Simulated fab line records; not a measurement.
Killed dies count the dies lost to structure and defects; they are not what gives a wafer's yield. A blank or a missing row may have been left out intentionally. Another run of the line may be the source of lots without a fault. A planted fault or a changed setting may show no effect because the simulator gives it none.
fab line records | flow sky130 | part 1 of 2: steps 1 to 26 of 38
record lots=5 | wafers=15 | lastDay=49
route steps=708 shown CAP2M@609 METAL4@621 VIA4@639
lots with no fault: from the same line, run without faults
startH: start of the lot's first displayed wafer, in hours after the record's first day | waitH: how many hours have passed since the lot's step before this one | " unchanged from the row above | L1.1+2: several wafers, shown together as one row | - either no value or no given start | * or withheld: withheld | < > ~ a bound
route shown NAME@n: names a module that has steps shown in the file, with the first one's number in the route | usual: mean/standard deviation of fault-free wafers | same: alike in all rows | chamber/n: place in a boat | sites: per-site readings | _std_site: standard deviation of those values | _edge_site: mean of outer sites minus mean of inner sites | radiusMm: for every site, how far away it sits from the centre of the wafer | mask NAME#n: copy n | behind: the most recent tool/chamber to have shaped the wafer | hold: what put the lot on hold/how long, in hours/how the hold closed | device: names the non-switching transistor (n, p or np) | end of line: the route-end tests of the same wafers | a step given without rows: its recipe and nothing more | killed: count of dies lost to structure and defects at first sort (not the wafer's yield) | map: a wafer's dies, x killed, . not, _ none there
set.NAME: the run value of the setting; set.NAME@STEP: its run value at that earlier step | model.NAME: the simulator's own value behind a step, which no gauge read
certain route steps with their lots: each step a table, each wafer a row
services: a tool's chamber out of use, with start hour (startH, from the record's first day; less than 0 if before it), hours out, and reason
## steps
# step SKY_CAP2M_HMDS_06
# recipe primeTimeS=60 | primeTempC=120
lot.wafer  | tool          | chamber | startH  | waitH
L074.2+4+5 | lithoTrack-02 | 0       | 948.74  | 0.1
L076.2+3+5 | lithoTrack-02 | 0       | 966.49  | 0.1
L085.4+5+6 | lithoTrack-04 | 0       | 1023.16 | 0.1
L086.1+5+6 | lithoTrack-01 | 0       | 1038.35 | 0.1
L092.1+5+6 | lithoTrack-01 | 0       | 1065.20 | 0.1
# step SKY_CAP2M_COAT_07
# recipe resist=NOVOLAK | spinRpm=3000 | resistThkNm=1140
# usual dispensePressureKPa=53/3.2
lot.wafer | tool          | chamber | startH  | waitH | dispensePressureKPa
L074.2    | lithoTrack-02 | 0       | 948.89  | 0.1   | 48
L074.4    | "             | 0       | "       | "     | 48
L074.5    | "             | 0       | "       | "     | 48
L076.2    | lithoTrack-02 | 0       | 966.64  | 0.1   | 48
L076.3    | "             | 0       | "       | "     | 48
L076.5    | "             | 0       | "       | "     | 48
L085.4    | lithoTrack-04 | 0       | 1023.31 | 0.1   | 54
L085.5    | "             | 0       | "       | "     | 54
L085.6    | "             | 0       | "       | "     | 54
L086.1    | lithoTrack-01 | 0       | 1038.50 | 0.1   | 56
L086.5    | "             | 0       | "       | "     | 56
L086.6    | "             | 0       | "       | "     | 56
L092.1    | lithoTrack-01 | 0       | 1065.35 | 0.1   | 56
L092.5    | "             | 0       | "       | "     | 56
L092.6    | "             | 0       | "       | "     | 56
# step SKY_CAP2M_SOFTBAKE_08
# recipe tempC=90.61 | timeS=60 | resist=NOVOLAK
# usual heaterPowerTotalW=57.14/0.042
lot.wafer | tool          | chamber | startH  | waitH | heaterPowerTotalW
L074.2    | lithoTrack-02 | 0       | 949.04  | 0.1   | 57.15
L074.4    | "             | 0       | "       | "     | 57.08
L074.5    | "             | 0       | "       | "     | 57.16
L076.2    | lithoTrack-02 | 0       | 966.79  | 0.1   | 57.17
L076.3    | "             | 0       | "       | "     | 57.15
L076.5    | "             | 0       | "       | "     | 57.11
L085.4    | lithoTrack-04 | 0       | 1023.46 | 0.1   | 57.13
L085.5    | "             | 0       | "       | "     | 57.14
L085.6    | "             | 0       | "       | "     | 57.13
L086.1    | lithoTrack-01 | 0       | 1038.65 | 0.1   | 57.18
L086.5    | "             | 0       | "       | "     | 57.12
L086.6    | "             | 0       | "       | "     | 57.17
L092.1    | lithoTrack-01 | 0       | 1065.50 | 0.1   | 57.19
L092.5    | "             | 0       | "       | "     | 57.22
L092.6    | "             | 0       | "       | "     | 57.22
# step SKY_CAP2M_EXPOSE_09
# recipe maskId=CAP2M | na=0.6 | sourceShape=conventional | sigmaOuter=0.6 | polarization=unpolarized | targetCdNm=1000 | doseMj=159
# usual exposureDoseMJCm2=158.97/0.15
lot.wafer | tool            | chamber | startH | waitH | mask    | exposureDoseMJCm2
L074.2    | ilineStepper-01 | 0       | -      | -     | CAP2M#0 | 158.82
L074.4    | "               | 0       | "      | "     | CAP2M#0 | 158.96
L074.5    | "               | 0       | "      | "     | CAP2M#0 | 159.00
L076.2    | ilineStepper-01 | 0       | -      | -     | CAP2M#0 | 158.86
L076.3    | "               | 0       | "      | "     | CAP2M#0 | 159.02
L076.5    | "               | 0       | "      | "     | CAP2M#0 | 158.98
L085.4    | ilineStepper-01 | 0       | -      | -     | CAP2M#0 | 159.29
L085.5    | "               | 0       | "      | "     | CAP2M#0 | 158.97
L085.6    | "               | 0       | "      | "     | CAP2M#0 | 159.12
L086.1    | ilineStepper-02 | 0       | -      | -     | CAP2M#0 | 158.99
L086.5    | "               | 0       | "      | "     | CAP2M#0 | 158.81
L086.6    | "               | 0       | "      | "     | CAP2M#0 | 159.11
L092.1    | ilineStepper-01 | 0       | -      | -     | CAP2M#0 | 158.94
L092.5    | "               | 0       | "      | "     | CAP2M#0 | 158.89
L092.6    | "               | 0       | "      | "     | CAP2M#0 | 158.83
# step SKY_CAP2M_PEB_10
# recipe tempC=withheld | timeS=* | resist=NOVOLAK
lot.wafer  | tool          | chamber | startH | waitH
L074.2+4+5 | lithoTrack-04 | 0       | -      | -
L076.2+3+5 | lithoTrack-02 | 0       | -      | -
L085.4+5+6 | lithoTrack-04 | 0       | -      | -
L086.1+5+6 | lithoTrack-04 | 0       | -      | -
L092.1+5+6 | lithoTrack-04 | 0       | -      | -
# step SKY_CAP2M_DEVELOP_11
# recipe resist=NOVOLAK | developer=TMAH | developTimeS=60 | devTempC=23
# usual developerTempC=23.06/0.1
lot.wafer | tool          | chamber | startH  | waitH | developerTempC
L074.2    | lithoTrack-04 | 0       | 961.36  | 0.1   | 22.98
L074.4    | "             | 0       | "       | "     | 23.08
L074.5    | "             | 0       | "       | "     | 23.05
L076.2    | lithoTrack-02 | 0       | 977.84  | 0.1   | 23.11
L076.3    | "             | 0       | "       | "     | 22.99
L076.5    | "             | 0       | "       | "     | 23.01
L085.4    | lithoTrack-04 | 0       | 1034.31 | 0.1   | 22.96
L085.5    | "             | 0       | "       | "     | 23.12
L085.6    | "             | 0       | "       | "     | 23.03
L086.1    | lithoTrack-04 | 0       | 1049.59 | 0.1   | 23.13
L086.5    | "             | 0       | "       | "     | 23.14
L086.6    | "             | 0       | "       | "     | 23.14
L092.1    | lithoTrack-04 | 0       | 1075.34 | 0.1   | 22.97
L092.5    | "             | 0       | "       | "     | 23.15
L092.6    | "             | 0       | "       | "     | 22.91
# step SKY_CAP2M_OVL_MEAS_12
# usual CAP2M_OVL=0.7/1.2
lot.wafer | tool       | chamber | startH  | waitH | CAP2M_OVL[nm]
L074.2    | overlay-01 | -       | 961.49  | 0.1   | 2.1
L074.4    | "          | -       | "       | "     | 2.3
L074.5    | "          | -       | "       | "     | 0.1
L076.2    | overlay-01 | -       | 977.97  | 0.1   | 0.0
L076.3    | "          | -       | "       | "     | -0.3
L076.5    | "          | -       | "       | "     | 0.5
L085.4    | overlay-01 | -       | 1034.41 | 0.1   | 0.2
L085.5    | "          | -       | "       | "     | 0.9
L085.6    | "          | -       | "       | "     | 0.1
L086.1    | overlay-02 | -       | 1049.74 | 0.1   | -1.4
L086.5    | "          | -       | "       | "     | 0.6
L086.6    | "          | -       | "       | "     | 0.3
L092.1    | overlay-01 | -       | 1075.49 | 0.1   | 0.4
L092.5    | "          | -       | "       | "     | -0.1
L092.6    | "          | -       | "       | "     | -1.2
# step SKY_CAP2M_METAL_ETCH_13
# recipe targetDepthNm=220 | stopOn=SiO2 | chemistry=Cl2/BCl3 | target=TiN | pressureMtorr=10 | icpW=900 | biasW=48.5 | Cl2_flow_sccm=60 | bcl3FlowSccm=30 | timeS=62.9
# usual drypumpMotorCurrentA=5.5/0.42 | oesProductAu=0.943/0.0082 | throttleValvePct=21.899/0.011
lot.wafer | tool        | chamber | startH  | waitH | drypumpMotorCurrentA | oesProductAu | rfHoursCounterH | throttleValvePct
L074.2    | rieMetal-02 | 0       | 961.52  | 0.0   | 5.5                  | 0.933        | 12              | 21.901
L074.4    | "           | 0       | "       | "     | 5.5                  | 0.942        | -               | 21.899
L074.5    | "           | 1       | "       | "     | 5.9                  | 0.939        | -               | 21.908
L076.2    | rieMetal-02 | 0       | 978.00  | 0.0   | 5.5                  | 0.931        | 13              | 21.904
L076.3    | "           | 0       | "       | "     | 5.5                  | 0.925        | -               | 21.895
L076.5    | "           | 1       | "       | "     | 5.9                  | 0.933        | -               | 21.903
L085.4    | rieMetal-04 | 1       | 1034.45 | 0.0   | 5.4                  | 0.940        | -               | 21.893
L085.5    | "           | 1       | "       | "     | 5.5                  | 0.930        | -               | 21.916
L085.6    | "           | 0       | "       | "     | 5.6                  | 0.934        | -               | 21.898
L086.1    | rieMetal-04 | 1       | 1049.77 | 0.0   | 5.4                  | 0.950        | 11              | 21.910
L086.5    | "           | 0       | "       | "     | 5.6                  | 0.951        | -               | 21.893
L086.6    | "           | 1       | "       | "     | 5.4                  | 0.953        | -               | 21.893
L092.1    | rieMetal-02 | 1       | 1075.52 | 0.0   | 5.9                  | 0.947        | 3               | 21.918
L092.5    | "           | 1       | "       | "     | 5.9                  | 0.932        | -               | 21.896
L092.6    | "           | 0       | "       | "     | 5.5                  | 0.952        | -               | 21.901
# step SKY_CAP2M_STRIP_14
# recipe chemistry=O2/N2 | powerW=1400 | pressureMtorr=1500 | platenTempC=withheld | o2FlowSccm=3000 | n2FlowSccm=300 | overashFraction=0.5
# usual drypumpMotorCurrentA=6.2/0.37 | oesProductAu=0.710/0.005 | stripTimeToEndpointS=12.64/0.057
lot.wafer | tool           | chamber | startH  | waitH | drypumpMotorCurrentA | oesProductAu | rfHoursCounterH | stripTimeToEndpointS
L074.2    | plasmaAsher-03 | 0       | 961.60  | 0.1   | 5.7                  | 0.719        | 23              | 12.65
L074.4    | "              | 1       | "       | "     | 6.4                  | 0.696        | -               | 12.68
L074.5    | "              | 1       | "       | "     | 6.4                  | 0.718        | -               | 12.62
L076.2    | plasmaAsher-03 | 1       | 978.08  | 0.1   | 6.4                  | 0.708        | 25              | 12.62
L076.3    | "              | 0       | "       | "     | 5.7                  | 0.705        | -               | 12.64
L076.5    | "              | 0       | "       | "     | 5.7                  | 0.704        | -               | 12.55
L085.4    | plasmaAsher-01 | 0       | 1034.53 | 0.1   | 6.7                  | 0.712        | -               | 12.60
L085.5    | "              | 0       | "       | "     | 6.7                  | 0.709        | -               | 12.65
L085.6    | "              | 1       | "       | "     | 6.4                  | 0.712        | -               | 12.64
L086.1    | plasmaAsher-01 | 1       | 1049.85 | 0.1   | 6.4                  | 0.712        | 60              | 12.56
L086.5    | "              | 1       | "       | "     | 6.4                  | 0.708        | -               | 12.57
L086.6    | "              | 0       | "       | "     | 6.7                  | 0.706        | -               | 12.49
L092.1    | plasmaAsher-01 | 0       | 1075.60 | 0.1   | 6.7                  | 0.709        | 63              | 12.52
L092.5    | "              | 1       | "       | "     | 6.3                  | 0.708        | -               | 12.56
L092.6    | "              | 0       | "       | "     | 6.7                  | 0.700        | -               | 12.63
# step SKY_CAP2M_STRIP_15
# recipe chemistry=postEtchResidueRemover | timeS=1200 | tempC=72.5
lot.wafer  | tool        | chamber | startH  | waitH
L074.2+4+5 | wetBench-02 | 2       | 961.70  | 0.1
L076.2+3+5 | wetBench-01 | 3       | 978.18  | 0.1
L085.4+5+6 | wetBench-02 | 0       | 1034.60 | 0.0
L086.1+5+6 | wetBench-01 | 2       | 1049.95 | 0.1
L092.1+5+6 | wetBench-02 | 1       | 1075.73 | 0.1
# step SKY_CAP2M_CLEAN_16
# recipe chemistry=IPA | timeS=180 | tempC=25
lot.wafer  | tool        | chamber | startH  | waitH
L074.2+4+5 | wetBench-01 | 1       | 962.04  | 0.0
L076.2+3+5 | wetBench-04 | 2       | 978.52  | 0.0
L085.4+5+6 | wetBench-04 | 1       | 1034.94 | 0.0
L086.1+5+6 | wetBench-01 | 3       | 1050.29 | 0.0
L092.1+5+6 | wetBench-04 | 2       | 1076.07 | 0.0
# step SKY_CAP2M_CLEAN_17
# recipe chemistry=O3/DIW | dry=n2Spin
lot.wafer  | tool        | chamber | startH  | waitH
L074.2+4+5 | wetBench-02 | 3       | 962.11  | 0.0
L076.2+3+5 | wetBench-02 | 0       | 978.58  | 0.0
L085.4+5+6 | wetBench-01 | 3       | 1035.00 | 0.0
L086.1+5+6 | wetBench-02 | 2       | 1050.35 | 0.0
L092.1+5+6 | wetBench-01 | 0       | 1076.13 | 0.0
# step SKY_METAL4_DEHYDRATE_05
# recipe tempC=200 | timeS=60
# usual heaterPowerTotalW=160.39/0.13
lot.wafer | tool          | chamber | startH  | waitH | heaterPowerTotalW
L074.2    | lithoTrack-01 | 0       | 973.78  | 11.6  | 160.57
L074.4    | "             | 0       | "       | "     | 160.33
L074.5    | "             | 0       | "       | "     | 160.17
L076.2    | lithoTrack-03 | 0       | 990.64  | 12.0  | 160.46
L076.3    | "             | 0       | "       | "     | 160.17
L076.5    | "             | 0       | "       | "     | 160.30
L085.4    | lithoTrack-03 | 0       | 1046.14 | 11.0  | 160.33
L085.5    | "             | 0       | "       | "     | 160.29
L085.6    | "             | 0       | "       | "     | 160.49
L086.1    | lithoTrack-03 | 0       | 1061.01 | 10.6  | 160.58
L086.5    | "             | 0       | "       | "     | 160.29
L086.6    | "             | 0       | "       | "     | 160.29
L092.1    | lithoTrack-02 | 0       | 1086.47 | 10.2  | 160.35
L092.5    | "             | 0       | "       | "     | 160.40
L092.6    | "             | 0       | "       | "     | 160.41
# step SKY_METAL4_HMDS_06
# recipe primeTimeS=60 | primeTempC=120
lot.wafer  | tool          | chamber | startH  | waitH
L074.2+4+5 | lithoTrack-01 | 0       | 973.93  | 0.1
L076.2+3+5 | lithoTrack-03 | 0       | 990.79  | 0.1
L085.4+5+6 | lithoTrack-03 | 0       | 1046.29 | 0.1
L086.1+5+6 | lithoTrack-03 | 0       | 1061.16 | 0.1
L092.1+5+6 | lithoTrack-02 | 0       | 1086.62 | 0.1
# step SKY_METAL4_COAT_07
# recipe resist=BARC | tempC=withheld | timeS=withheld | spinRpm=3000 | resistThkNm=60
# usual dispensePressureKPa=54/3.5
lot.wafer | tool          | chamber | startH  | waitH | dispensePressureKPa
L074.2    | lithoTrack-01 | 0       | 974.08  | 0.1   | 56
L074.4    | "             | 0       | "       | "     | 56
L074.5    | "             | 0       | "       | "     | 56
L076.2    | lithoTrack-03 | 0       | 990.94  | 0.1   | 55
L076.3    | "             | 0       | "       | "     | 55
L076.5    | "             | 0       | "       | "     | 55
L085.4    | lithoTrack-03 | 0       | 1046.44 | 0.1   | 55
L085.5    | "             | 0       | "       | "     | 55
L085.6    | "             | 0       | "       | "     | 56
L086.1    | lithoTrack-03 | 0       | 1061.31 | 0.1   | 56
L086.5    | "             | 0       | "       | "     | 55
L086.6    | "             | 0       | "       | "     | 55
L092.1    | lithoTrack-02 | 0       | 1086.77 | 0.1   | 48
L092.5    | "             | 0       | "       | "     | 48
L092.6    | "             | 0       | "       | "     | 48
# step SKY_METAL4_COAT_08
# recipe resist=KrF-thick | spinRpm=3000 | resistThkNm=1140
# usual dispensePressureKPa=54/3.5
lot.wafer | tool          | chamber | startH | waitH | dispensePressureKPa
L074.2    | lithoTrack-01 | 0       | -      | -     | 56
L074.4    | "             | 0       | "      | "     | 56
L074.5    | "             | 0       | "      | "     | 56
L076.2    | lithoTrack-03 | 0       | -      | -     | 55
L076.3    | "             | 0       | "      | "     | 55
L076.5    | "             | 0       | "      | "     | 55
L085.4    | lithoTrack-03 | 0       | -      | -     | 55
L085.5    | "             | 0       | "      | "     | 55
L085.6    | "             | 0       | "      | "     | 55
L086.1    | lithoTrack-03 | 0       | -      | -     | 56
L086.5    | "             | 0       | "      | "     | 55
L086.6    | "             | 0       | "      | "     | 56
L092.1    | lithoTrack-02 | 0       | -      | -     | 48
L092.5    | "             | 0       | "      | "     | 48
L092.6    | "             | 0       | "      | "     | 48
# step SKY_METAL4_SOFTBAKE_09
# recipe tempC=100.6 | timeS=90 | resist=KrF-thick
# usual heaterPowerTotalW=57.84/0.13
lot.wafer | tool          | chamber | startH | waitH | heaterPowerTotalW
L074.2    | lithoTrack-01 | 0       | -      | -     | 57.96
L074.4    | "             | 0       | "      | "     | 57.91
L074.5    | "             | 0       | "      | "     | 57.95
L076.2    | lithoTrack-03 | 0       | -      | -     | 57.84
L076.3    | "             | 0       | "      | "     | 57.83
L076.5    | "             | 0       | "      | "     | 57.97
L085.4    | lithoTrack-03 | 0       | -      | -     | 57.95
L085.5    | "             | 0       | "      | "     | 57.78
L085.6    | "             | 0       | "      | "     | 57.73
L086.1    | lithoTrack-03 | 0       | -      | -     | 57.99
L086.5    | "             | 0       | "      | "     | 57.75
L086.6    | "             | 0       | "      | "     | 57.94
L092.1    | lithoTrack-02 | 0       | -      | -     | 57.85
L092.5    | "             | 0       | "      | "     | 57.73
L092.6    | "             | 0       | "      | "     | 58.00
# step SKY_METAL4_EXPOSE_10
# recipe maskId=MM4 | na=0.68 | sourceShape=annular | sigmaInner=0.4 | sigmaOuter=0.8 | targetCdNm=300 | doseMj=28
# usual exposureDoseMJCm2=27.85/0.042
lot.wafer | tool          | chamber | startH | waitH | mask  | exposureDoseMJCm2
L074.2    | krfScanner-02 | 0       | -      | -     | MM4#0 | 27.78
L074.4    | "             | 0       | "      | "     | MM4#0 | 27.83
L074.5    | "             | 0       | "      | "     | MM4#0 | 27.81
L076.2    | krfScanner-02 | 0       | -      | -     | MM4#0 | 27.83
L076.3    | "             | 0       | "      | "     | MM4#0 | 27.87
L076.5    | "             | 0       | "      | "     | MM4#0 | 27.83
L085.4    | krfScanner-02 | 0       | -      | -     | MM4#0 | 27.81
L085.5    | "             | 0       | "      | "     | MM4#0 | 27.79
L085.6    | "             | 0       | "      | "     | MM4#0 | 27.84
L086.1    | krfScanner-02 | 0       | -      | -     | MM4#0 | 27.90
L086.5    | "             | 0       | "      | "     | MM4#0 | 27.87
L086.6    | "             | 0       | "      | "     | MM4#0 | 27.85
L092.1    | krfScanner-02 | 0       | -      | -     | MM4#0 | 27.83
L092.5    | "             | 0       | "      | "     | MM4#0 | 27.82
L092.6    | "             | 0       | "      | "     | MM4#0 | 27.84
# step SKY_METAL4_PEB_11
# recipe pebTempC=withheld | pebTimeS=withheld | resist=KrF-thick
lot.wafer  | tool          | chamber | startH | waitH
L074.2+4+5 | lithoTrack-02 | 0       | -      | -
L076.2+3+5 | lithoTrack-03 | 0       | -      | -
L085.4+5+6 | lithoTrack-02 | 0       | -      | -
L086.1+5+6 | lithoTrack-01 | 0       | -      | -
L092.1+5+6 | lithoTrack-02 | 0       | -      | -
# step SKY_METAL4_DEVELOP_12
# recipe developTimeS=60 | resist=KrF-thick | devTempC=21
# usual developerTempC=21.01/0.11
lot.wafer | tool          | chamber | startH | waitH | developerTempC
L074.2    | lithoTrack-02 | 0       | -      | -     | 21.09
L074.4    | "             | 0       | "      | "     | 21.03
L074.5    | "             | 0       | "      | "     | 21.04
L076.2    | lithoTrack-03 | 0       | -      | -     | 21.13
L076.3    | "             | 0       | "      | "     | 21.02
L076.5    | "             | 0       | "      | "     | 20.95
L085.4    | lithoTrack-02 | 0       | -      | -     | 20.83
L085.5    | "             | 0       | "      | "     | 21.01
L085.6    | "             | 0       | "      | "     | 21.08
L086.1    | lithoTrack-01 | 0       | -      | -     | 21.14
L086.5    | "             | 0       | "      | "     | 21.04
L086.6    | "             | 0       | "      | "     | 21.22
L092.1    | lithoTrack-02 | 0       | -      | -     | 21.00
L092.5    | "             | 0       | "      | "     | 20.96
L092.6    | "             | 0       | "      | "     | 21.04
# step SKY_METAL4_CD_MEAS_13
# recipe targetCdNm=300
# usual cdNm=300.0/1.2
lot.wafer | tool     | chamber | startH  | waitH | cdNm
L074.2    | cdSem-01 | -       | 986.29  | -     | 299.1
L074.4    | "        | -       | "       | "     | 299.3
L074.5    | "        | -       | "       | "     | 299.0
L076.2    | cdSem-02 | -       | 1002.38 | -     | 298.5
L076.3    | "        | -       | "       | "     | 298.5
L076.5    | "        | -       | "       | "     | 297.2
L085.4    | cdSem-01 | -       | 1057.23 | -     | 299.7
L085.5    | "        | -       | "       | "     | 299.9
L085.6    | "        | -       | "       | "     | 300.6
L086.1    | cdSem-02 | -       | 1072.50 | -     | 299.3
L086.5    | "        | -       | "       | "     | 300.5
L086.6    | "        | -       | "       | "     | 298.4
L092.1    | cdSem-02 | -       | 1096.97 | -     | 298.6
L092.5    | "        | -       | "       | "     | 299.2
L092.6    | "        | -       | "       | "     | 300.9
# step SKY_METAL4_OVL_MEAS_14
# usual METAL4_OVL=-2/5.1
lot.wafer | tool       | chamber | startH  | waitH | METAL4_OVL[nm]
L074.2    | overlay-01 | -       | 986.40  | 0.1   | 2
L074.4    | "          | -       | "       | "     | 6
L074.5    | "          | -       | "       | "     | 0
L076.2    | overlay-02 | -       | 1002.49 | 0.1   | -4
L076.3    | "          | -       | "       | "     | -2
L076.5    | "          | -       | "       | "     | -4
L085.4    | overlay-01 | -       | 1057.31 | 0.1   | -7
L085.5    | "          | -       | "       | "     | -8
L085.6    | "          | -       | "       | "     | -5
L086.1    | overlay-02 | -       | 1072.62 | 0.1   | 0
L086.5    | "          | -       | "       | "     | 2
L086.6    | "          | -       | "       | "     | 0
L092.1    | overlay-01 | -       | 1097.09 | 0.1   | -7
L092.5    | "          | -       | "       | "     | -10
L092.6    | "          | -       | "       | "     | -8
# step SKY_METAL4_DESCUM_15
# recipe chemistry=O2 | sourcePowerW=150 | biasPowerW=0 | pressureMtorr=10 | tempC=40 | timeS=8
# usual drypumpMotorCurrentA=5.6/0.48 | oesProductAu=0.993/0.014
lot.wafer | tool        | chamber | startH  | waitH | drypumpMotorCurrentA | oesProductAu | rfHoursCounterH
L074.2    | rieMetal-02 | 1       | 986.43  | 0.0   | 5.9                  | 0.991        | 19
L074.4    | "           | 1       | "       | "     | 5.9                  | 0.989        | -
L074.5    | "           | 1       | "       | "     | 5.9                  | 0.991        | -
L076.2    | rieMetal-03 | 1       | 1002.52 | 0.0   | 6.2                  | 1.006        | 14
L076.3    | "           | 0       | "       | "     | 5.1                  | 0.982        | -
L076.5    | "           | 0       | "       | "     | 5.1                  | 1.002        | -
L085.4    | rieMetal-02 | 1       | 1057.34 | 0.0   | 6.0                  | 1.008        | -
L085.5    | "           | 0       | "       | "     | 5.5                  | 0.980        | -
L085.6    | "           | 1       | "       | "     | 5.9                  | 1.009        | -
L086.1    | rieMetal-02 | 0       | 1072.66 | 0.0   | 5.5                  | 0.982        | 19
L086.5    | "           | 1       | "       | "     | 5.9                  | 1.002        | -
L086.6    | "           | 0       | "       | "     | 5.5                  | 0.993        | -
L092.1    | rieMetal-03 | 1       | 1097.13 | 0.0   | 6.2                  | 1.000        | 20
L092.5    | "           | 0       | "       | "     | 5.1                  | 0.975        | -
L092.6    | "           | 1       | "       | "     | 6.1                  | 1.008        | -
# step SKY_METAL4_ETCH_16
# recipe chemistry=N2/H2 | target=BARC | ionEnergyEv=200 | biasW=100 | pressureMtorr=30 | n2FlowSccm=100 | h2FlowSccm=200 | icpW=500 | stopOn=SiO2 | timeS=88.2 | targetDepthA=600
# usual drypumpMotorCurrentA=5.6/0.47 | oesProductAu=0.626/0.0044 | throttleValvePct=13.205/0.0087
lot.wafer | tool        | chamber | startH  | waitH | drypumpMotorCurrentA | oesProductAu | rfHoursCounterH | throttleValvePct
L074.2    | rieMetal-02 | 1       | 986.46  | 0.0   | 5.9                  | 0.630        | 19              | 13.203
L074.4    | "           | 1       | "       | "     | 5.9                  | 0.624        | -               | 13.211
L074.5    | "           | 1       | "       | "     | 5.9                  | 0.621        | -               | 13.206
L076.2    | rieMetal-03 | 1       | 1002.55 | 0.0   | 6.2                  | 0.628        | 14              | 13.198
L076.3    | "           | 0       | "       | "     | 5.1                  | 0.631        | -               | 13.207
L076.5    | "           | 0       | "       | "     | 5.1                  | 0.622        | -               | 13.206
L085.4    | rieMetal-02 | 1       | 1057.39 | 0.0   | 5.9                  | 0.622        | -               | 13.202
L085.5    | "           | 0       | "       | "     | 5.5                  | 0.628        | -               | 13.201
L085.6    | "           | 1       | "       | "     | 5.9                  | 0.627        | -               | 13.209
L086.1    | rieMetal-02 | 0       | 1072.69 | 0.0   | 5.5                  | 0.634        | 19              | 13.197
L086.5    | "           | 1       | "       | "     | 5.9                  | 0.622        | -               | 13.209
L086.6    | "           | 0       | "       | "     | 5.5                  | 0.623        | -               | 13.208
L092.1    | rieMetal-03 | 1       | 1097.16 | 0.0   | 6.2                  | 0.624        | 20              | 13.216
L092.5    | "           | 0       | "       | "     | 5.1                  | 0.622        | -               | 13.199
L092.6    | "           | 1       | "       | "     | 6.2                  | 0.622        | -               | 13.202
# step SKY_METAL4_ETCH_17
# recipe target=SiO2 | stopOn=TiN | chemistry=C4F8/O2/Ar | sourceW=1500 | biasW=1200 | pressureMtorr=40 | c4f8FlowSccm=withheld | O2_flow_sccm=6 | Ar_flow_sccm=300 | timeS=3.9 | targetDepthA=150
# usual oesProductAu=0.759/0.0078
lot.wafer | tool       | chamber | startH  | waitH | oesProductAu | rfHoursCounterH
L074.2    | rieDiel-03 | 0       | 986.56  | 0.1   | 0.756        | 5
L074.4    | "          | 2       | "       | "     | 0.765        | 16
L074.5    | "          | 3       | "       | "     | 0.764        | -
L076.2    | rieDiel-01 | 1       | 1002.65 | 0.1   | 0.754        | 10
L076.3    | "          | 3       | "       | "     | 0.759        | 16
L076.5    | "          | 1       | "       | "     | 0.765        | -
L085.4    | rieDiel-02 | 2       | 1057.46 | 0.0   | 0.759        | 8
L085.5    | "          | 1       | "       | "     | 0.762        | -
L085.6    | "          | 0       | "       | "     | 0.770        | -
L086.1    | rieDiel-03 | 3       | 1072.79 | 0.1   | 0.758        | 7
L086.5    | "          | 0       | "       | "     | 0.759        | -
L086.6    | "          | 1       | "       | "     | 0.771        | -
L092.1    | rieDiel-03 | 2       | 1097.26 | 0.1   | 0.758        | 18
L092.5    | "          | 3       | "       | "     | 0.774        | -
L092.6    | "          | 2       | "       | "     | 0.758        | -
# step SKY_METAL4_METAL_ETCH_18
# recipe targetDepthA=8450 | stopOn=SiO2 | overEtchFrac=0.3 | timeS=183.1 | chemistry=Cl2/BCl3 | resistSidewallDeg=88 | pressureMtorr=10 | icpW=900 | biasW=48.5 | Cl2_flow_sccm=60 | bcl3FlowSccm=30
# usual drypumpMotorCurrentA=5.5/0.54 | oesProductAu=0.867/0.007 | throttleValvePct=22.264/0.0085
lot.wafer | tool        | chamber | startH  | waitH | drypumpMotorCurrentA | oesProductAu | rfHoursCounterH | throttleValvePct
L074.2    | rieMetal-01 | 1       | 986.57  | 0.0   | 5.9                  | 0.856        | 18              | 22.275
L074.4    | "           | 1       | "       | "     | 5.9                  | 0.861        | -               | 22.251
L074.5    | "           | 1       | "       | "     | 5.9                  | 0.868        | -               | 22.273
L076.2    | rieMetal-02 | 0       | 1002.67 | 0.0   | 5.5                  | 0.878        | 14              | 22.277
L076.3    | "           | 0       | "       | "     | 5.5                  | 0.865        | -               | 22.269
L076.5    | "           | 0       | "       | "     | 5.5                  | 0.878        | -               | 22.273
L085.4    | rieMetal-03 | 0       | 1057.53 | 0.1   | 5.1                  | 0.863        | -               | 22.260
L085.5    | "           | 1       | "       | "     | 6.2                  | 0.853        | -               | 22.267
L085.6    | "           | 0       | "       | "     | 5.1                  | 0.864        | -               | 22.246
L086.1    | rieMetal-03 | 0       | 1072.81 | 0.0   | 5.1                  | 0.865        | 21              | 22.252
L086.5    | "           | 0       | "       | "     | 5.1                  | 0.879        | -               | 22.269
L086.6    | "           | 1       | "       | "     | 6.2                  | 0.874        | -               | 22.258
L092.1    | rieMetal-01 | 1       | 1097.27 | 0.0   | 5.9                  | 0.868        | 25              | 22.265
L092.5    | "           | 0       | "       | "     | 4.7                  | 0.870        | -               | 22.273
L092.6    | "           | 1       | "       | "     | 5.9                  | 0.870        | -               | 22.257
